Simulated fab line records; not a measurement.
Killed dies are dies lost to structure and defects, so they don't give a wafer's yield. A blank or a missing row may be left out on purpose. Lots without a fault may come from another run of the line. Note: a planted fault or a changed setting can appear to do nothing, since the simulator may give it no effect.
8D (eight disciplines) problem report, filled in by code | flow sky130 | the parts of the form that need people (team, actions taken, sign-off) are left out

1. THE PROBLEM
cathode-dc-power-W at SKY_METAL4_SPUTTER_04 reads a mean of 7510.5 W on 6 wafers of 2 lots; wafers without a fault read 6500.0 W with a standard deviation of 1.1. That is +99 or more standard deviations from the usual mean.
The step: material TiN, target thk 70 nm, time 58.3 s.
First observed at day 44 03:14: wafer L192.2, on pvd-sputter-04. At this step, 39 wafers from 13 lots have a number in the record. By rule, "out" or "out of limits" means more than 4 standard deviations away from the usual mean. Any other wafer with a number is counted as sound.

2. WHAT IT IS AND WHAT IT IS NOT
question                    | is                     | is not
which readings at this step | cathode-dc-power-W     | -
which lots                  | L192, L193             | L178, L180, L181, L182, L184, L186, L194, L195, L198, L199, L200
which wafers of those lots  | all that have a number | -
read on which tools         | pvd-sputter-04         | pvd-sputter-01, pvd-sputter-02
when                        | from day 44 03:14      | up to then (18 sound wafers); but 15 sound wafers of L194, L195, L198, L199, L200 came after

3. WHAT RULES OUT EACH SUSPECT
Counting: any tool at a process step up to the reading is kept as a suspect provided that every lot that is out went through it and no sound lot did after the first of them.
- pvd-sputter-04 at SKY_METAL4_SPUTTER_04 (material TiN, target thk 70 nm, time 58.3 s): kept. It ran every lot that is out, first L192 (day 44 03:14), and no sound lot after that; its last sound lot up to then is L182 (day 40 17:02). Out on those wafers are its own readings of cathode-dc-power-W.
Remaining after the count: pvd-sputter-04 at SKY_METAL4_SPUTTER_04.

4. THE CAUSE (what the simulator had put in)
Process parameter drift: pvd-sputter-04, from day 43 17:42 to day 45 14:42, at SKY_METAL4_SPUTTER_04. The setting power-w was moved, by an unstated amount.
This tool alone remained once counting was done.

5. THE EFFECT CHAIN, in route order
Each row: a reading whose mean over the struck wafers that have a number lies more than 3 standard deviations from the usual. Readings are gone through only where the record gives a usual standard deviation; hours: the median, over the lots, of the time from a lot's start at the first step in this table giving one to that lot's start at this step; sigmas: the change measured in usual standard deviations.
hours | step                  | reading            | usual    | on struck wafers | change  | sigmas
0     | SKY_METAL4_SPUTTER_04 | cathode-dc-power-W | 6500.0 W | 7510.5           | +1010.5 | +99 or more
Process steps it contains:
- SKY_METAL4_SPUTTER_04: material TiN, target thk 70 nm, time 58.3 s.

6. HOW IT WOULD HAVE BEEN CAUGHT EARLIER
10 hours passed between the start of the fault at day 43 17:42 and the first reading out of limits in this record, taken at day 44 03:14.
